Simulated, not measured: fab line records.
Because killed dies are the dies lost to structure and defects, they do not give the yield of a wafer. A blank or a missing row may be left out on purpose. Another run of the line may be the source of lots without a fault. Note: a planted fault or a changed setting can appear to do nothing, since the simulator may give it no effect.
One fault seen from 2 desks    flow sky130    each desk has only its own numbers; what lay behind them comes last

METROLOGY DESK
Means of the sampled wafers that have a number, per lot and without regard to the tool the lot ran on: this is what the gauges read. If a lot's mean is further than 4 standard deviations from the usual mean, the lot is out of limits and carries the mark OUT (the distance appears in the brackets).
Columns: A = VIA1_W_RS at SKY_VIA1_RS_MEAS_22, usual 0.428 ohm/sq; B = VIA1_W_THK at SKY_VIA1_THK_MEAS_23, usual 276 nm; C = METAL2_ALCU_RS at SKY_METAL2_RS_MEAS_05, usual 0.1264 ohm/sq; D = METAL2_ALCU_THK at SKY_METAL2_THK_MEAS_06, usual 247 nm; E = cdNm at SKY_METAL2_CD_MEAS_15, usual 139.6 nm; F = METAL2_OVL at SKY_METAL2_OVL_MEAS_16, usual -1 nm
lot   first seen here  A      B    C       D    E      F
L490  day 34 05:00     0.429  277  0.1277  245  139.1  -0
L495  day 36 02:53     0.419  281  0.1256  249  135.8  4
L505  day 39 10:30     0.431  275  0.1277  241  140.7  -7
L509  day 40 04:46     0.430  277  0.1290  243  136.5  -4
L511  day 40 15:53     0.428  276  0.1294  241  142.4  -1
This desk's verdict: no lot among the 5 shows anything out of limits.

FOR THE TOOL OWNER'S DESK: pvdSputter-04
At SKY_METAL2_SPUTTER_04 (material TiN, target thk 70 nm, time 58.3 s) the tool's own readings: per lot run on this tool, the mean of the sampled wafers that have a number. If a lot's mean is further than 4 standard deviations from the usual mean, the lot is out of limits and carries the mark OUT (the distance appears in the brackets).
Columns: A = cathodeDcPowerW at SKY_METAL2_SPUTTER_04, usual 6500.1 W; B = throttleValvePct at SKY_METAL2_SPUTTER_04, usual 30.5 %
lot   first seen here  A       B
L495  day 36 03:26     6500.8  31.5
L505  day 39 11:05     6500.2  31.0
This desk's verdict: no lot among the 2 shows anything out of limits.

ALL TOGETHER
From the metrology desk's view, nothing was out of limits.
The desk of the tool owner found nothing out of limits.

WHAT THE SIMULATOR HAD PUT IN
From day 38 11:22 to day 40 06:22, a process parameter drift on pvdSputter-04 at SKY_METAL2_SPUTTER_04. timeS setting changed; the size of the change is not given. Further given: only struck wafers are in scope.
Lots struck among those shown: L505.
